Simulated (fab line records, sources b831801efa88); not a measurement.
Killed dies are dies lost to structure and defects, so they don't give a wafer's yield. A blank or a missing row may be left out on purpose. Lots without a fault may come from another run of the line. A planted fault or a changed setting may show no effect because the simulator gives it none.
Which tool did it? | flow sky130 | 12 lots, 36 wafers sampled, at 3 steps of a route of 708

WHAT THE GAUGES READ, wafer by wafer
SKY_LDD_P_OVL_MEAS_08. Usual: LDD_P_OVL -0.9 nm, standard deviation 1.4.
lot  | measured     | on         | LDD_P_OVL (nm) | flag
L772 | day 16 08:08 | overlay-02 | -2.5 -1.5 -2.4 |
L774 | day 16 20:07 | overlay-02 | -0.8 -1.0 -0.4 |
L775 | day 17 03:49 | overlay-02 | -0.4 -2.5 -1.3 |
L778 | day 18 03:07 | overlay-02 | 0.2 1.3 -0.7   |
L777 | day 18 07:13 | overlay-01 | 0.0 -3.2 -1.2  |
L780 | day 19 06:25 | overlay-01 | -0.9 -1.6 -2.8 |
L789 | day 21 21:51 | overlay-02 | -0.2 0.2 -2.3  |
L792 | day 30 07:10 | overlay-01 | 0.3 -0.5 0.1   |
L790 | day 30 10:10 | overlay-02 | -3.0 -2.5 -3.8 |
L793 | day 30 11:16 | overlay-01 | -1.0 -2.0 -1.2 |
L794 | day 30 11:40 | overlay-02 | 2.3 2.1 -0.1   |
L795 | day 30 14:49 | overlay-01 | -1.1 -1.6 -2.0 |

WHICH TOOL RAN EACH LOT (tool, then ch and the chambers of the sampled wafers, then the start)
lot  | SKY_POLY_GATE_ETCH_17            | SKY_LDD_N_IMPLANT_13
L772 | rie_si-02 ch 0,1,3, day 13 23:56 | implanter-04 ch 0, day 15 03:55
L774 | rie_si-01 ch 0,3, day 14 09:29   | implanter-02 ch 0, day 15 15:44
L775 | rie_si-02 ch 0,1,3, day 14 20:24 | implanter-04 ch 0, day 15 23:55
L778 | rie_si-01 ch 0,1, day 15 15:23   | implanter-04 ch 0, day 16 21:49
L777 | rie_si-01 ch 0,3, day 15 19:05   | implanter-04 ch 0, day 17 02:34
L780 | rie_si-01 ch 0,1,2, day 16 13:19 | implanter-04 ch 0, day 18 00:27
L789 | rie_si-01 ch 0,1,2, day 19 07:26 | implanter-04 ch 0, day 20 15:40
L792 | rie_si-01 ch 0,1,2, day 27 20:35 | implanter-02 ch 0, day 29 02:33
L790 | rie_si-02 ch 0,1,2, day 27 22:50 | implanter-04 ch 0, day 29 04:33
L793 | rie_si-02 ch 0,1,3, day 27 23:27 | implanter-02 ch 0, day 29 06:03
L794 | rie_si-01 ch 2,3, day 28 00:43   | implanter-04 ch 0, day 29 06:13
L795 | rie_si-02 ch 1,2, day 28 01:49   | implanter-03 ch 0, day 29 10:00
- SKY_POLY_GATE_ETCH_17: etches poly-Si in HBr/Cl2, stops on SiO2, target depth 180 nm, time 70.5 s.
- SKY_LDD_N_IMPLANT_13

WHAT THE TOOLS THEMSELVES READ (means of the sampled wafers that have a number; where no wafer has one, the mark that the record gives instead)
SKY_POLY_GATE_ETCH_17. Usual: HBr_flow_sccm 150.0 sccm, standard deviation 0.43; chamber_pressure_mTorr 10.000 mTorr, standard deviation 0.0095; drypump_motor_current_A 5.6 A, standard deviation 0.35; mfc_cl2_sccm 50.00 sccm, standard deviation 0.14; oes_product_au 0.988 a.u., standard deviation 0.0072; throttle_valve_pct 33.684 %, standard deviation 0.009.
lot  | tool      | HBr_flow_sccm (sccm) | chamber_pressure_mTorr (mTorr) | drypump_motor_current_A (A) | mfc_cl2_sccm (sccm) | oes_product_au (a.u.) | throttle_valve_pct (%) | flag
L772 | rie_si-02 | 150.4                | 9.999                          | 5.7                         | 50.04               | 0.989                 | 33.687                 |
L774 | rie_si-01 | 149.9                | 10.001                         | 5.6                         | 50.02               | 0.975                 | 33.680                 |
L775 | rie_si-02 | 149.9                | 10.003                         | 5.7                         | 50.14               | 0.982                 | 33.682                 |
L778 | rie_si-01 | 150.0                | 10.000                         | 5.8                         | 50.01               | 0.984                 | 33.683                 |
L777 | rie_si-01 | 150.2                | 9.999                          | 5.6                         | 50.01               | 0.991                 | 33.684                 |
L780 | rie_si-01 | 149.9                | 9.997                          | 5.7                         | 50.01               | 0.983                 | 33.683                 |
L789 | rie_si-01 | 150.1                | 10.000                         | 5.7                         | 50.00               | 0.984                 | 33.683                 |
L792 | rie_si-01 | 149.7                | 9.986                          | 5.8                         | 49.96               | 0.992                 | 33.677                 |
L790 | rie_si-02 | 150.1                | 10.008                         | 5.6                         | 49.80               | 0.989                 | 33.678                 |
L793 | rie_si-02 | 150.0                | 10.000                         | 5.7                         | 50.02               | 0.988                 | 33.684                 |
L794 | rie_si-01 | 149.8                | 10.001                         | 5.2                         | 49.79               | 0.988                 | 33.675                 |
L795 | rie_si-02 | 150.0                | 9.993                          | 5.6                         | 49.95               | 0.985                 | 33.692                 |

SKY_LDD_N_IMPLANT_13. Usual: beam_energy_keV 49.996, standard deviation 0.016; dose_ions_cm2 5e+12, standard deviation 5.4e+09; faraday_current_uA 28.2, standard deviation 0.52.
lot  | tool         | beam_energy_keV | dose_ions_cm2 | faraday_current_uA | flag
L772 | implanter-04 | 50.016          | 5e+12         | 28.3               |
L774 | implanter-02 | 49.969          | 5e+12         | 28.5               |
L775 | implanter-04 | 49.981          | 5e+12         | 28.2               |
L778 | implanter-04 | 49.996          | 5e+12         | 27.9               |
L777 | implanter-04 | 50.015          | 1e+13         | 53.3               | OFF
L780 | implanter-04 | 49.988          | 1e+13         | 54.3               | OFF
L789 | implanter-04 | 49.985          | 5e+12         | 28.1               |
L792 | implanter-02 | 49.983          | 5e+12         | 29.0               |
L790 | implanter-04 | 50.000          | 5e+12         | 28.4               |
L793 | implanter-02 | 50.008          | 5e+12         | 28.2               |
L794 | implanter-04 | 49.998          | 5e+12         | 28.2               |
L795 | implanter-03 | 50.004          | 5e+12         | 28.4               |

THE ANSWER, worked out from the rows above alone
Rule: a lot is off if the mean of its wafers that have a number lies more than 3 standard deviations from the usual mean. A lot without any number at a reading at which 4 lots or more have one is off too. The other lots that the step has rows for count as sound. The gauges are gone through in route order, then the tools' own readings, and for those a lot's mean is taken as printed above. The first step at which some lot is off is used, and at that step the reading that is off furthest; a lot without a number counts as furthest.
Off: L777, L780, at SKY_LDD_N_IMPLANT_13 (dose_ions_cm2).
A tool fits if, at that step or a process step before it, it ran every lot that is off, and no sound lot after the first of them. None of those tried fits.

WHAT THE SIMULATOR HAD PUT IN
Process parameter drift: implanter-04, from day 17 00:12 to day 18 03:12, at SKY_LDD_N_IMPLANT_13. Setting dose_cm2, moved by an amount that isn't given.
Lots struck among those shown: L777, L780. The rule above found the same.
